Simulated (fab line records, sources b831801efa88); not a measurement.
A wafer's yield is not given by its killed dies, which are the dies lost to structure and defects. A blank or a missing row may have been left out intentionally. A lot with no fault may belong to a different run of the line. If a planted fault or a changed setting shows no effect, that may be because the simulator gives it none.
8D (eight disciplines) problem report, filled in by code ; flow sfq-line ; the parts of the form that need people (team, actions taken, sign-off) are left out

1. THE PROBLEM
At SFQ_TRILAYER_I1_CMP_CMP_046, platen-rpm averages 54.01 rpm over 6 wafers from 2 lots, while fault-free wafers read 60.01 rpm, standard deviation 0.043. So: -99 or more standard deviations from the usual mean.
The step: polishes SiO2.
The first sign was on wafer L103.4 at day 20 04:35, on cmp-01. Wafers with a number at this step in the record: 42, from 14 lots. Rule for "out" (also "out of limits"): further than 4 standard deviations from the usual mean. Any other wafer with a number is counted as sound.

2. WHAT IT IS AND WHAT IT IS NOT
question;is;is not
which readings at this step;platen-rpm;edge-zone-pressure-frac
which lots;L103, L104;L100, L101, L109, L110, L111, L112, L114, L115, L117, L118, L998, L999
which wafers of those lots;all that have a number;-
read on which tools;cmp-01;cmp-02
when;from day 20 04:35;"up to then (12 sound wafers); but 24 sound wafers of L109, L110, L111, L112, L114, L115, L117, L118 came after"

3. SUSPECTS, AND WHAT RULES EACH OUT
Counting: a tool at any process step up to the reading remains a suspect when it ran all the lots that are out and ran no sound lot after the first of those.
- cmp-01 at SFQ_TRILAYER_I1_CMP_CMP_046 (polishes SiO2): ruled out as a lasting fault. After its first lot that is out, L103 (day 20 04:35), sound lots L109, L110, L112, L114, L117 ran on it.
Left after counting: nothing in the record.

4. THE CAUSE (what the simulator had put in)
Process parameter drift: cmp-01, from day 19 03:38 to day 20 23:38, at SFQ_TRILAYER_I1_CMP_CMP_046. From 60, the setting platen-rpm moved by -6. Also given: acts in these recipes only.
Counting ruled it out, wrongly.

5. THE EFFECT CHAIN, in route order
Rows list readings where the struck wafers' mean (over those with a number) sits beyond 3 standard deviations from the usual. Only readings for which the record gives a usual standard deviation are gone through. hours: the time from each lot's start at the first step in this table that gives one to its start at this step, as a median over the lots. sigmas: the change in usual standard deviations.
hours;step;reading;usual;on struck wafers;change;sigmas
0;SFQ_TRILAYER_I1_CMP_CMP_046;platen-rpm;60.01 rpm;54.01;-6.00;-99 or more
It contains these process steps:
- SFQ_TRILAYER_I1_CMP_CMP_046: polishes SiO2.

6. HOW IT WOULD HAVE BEEN CAUGHT EARLIER
In this record the first reading out of limits was taken at day 20 04:35, 25 hours after the fault began at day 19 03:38.
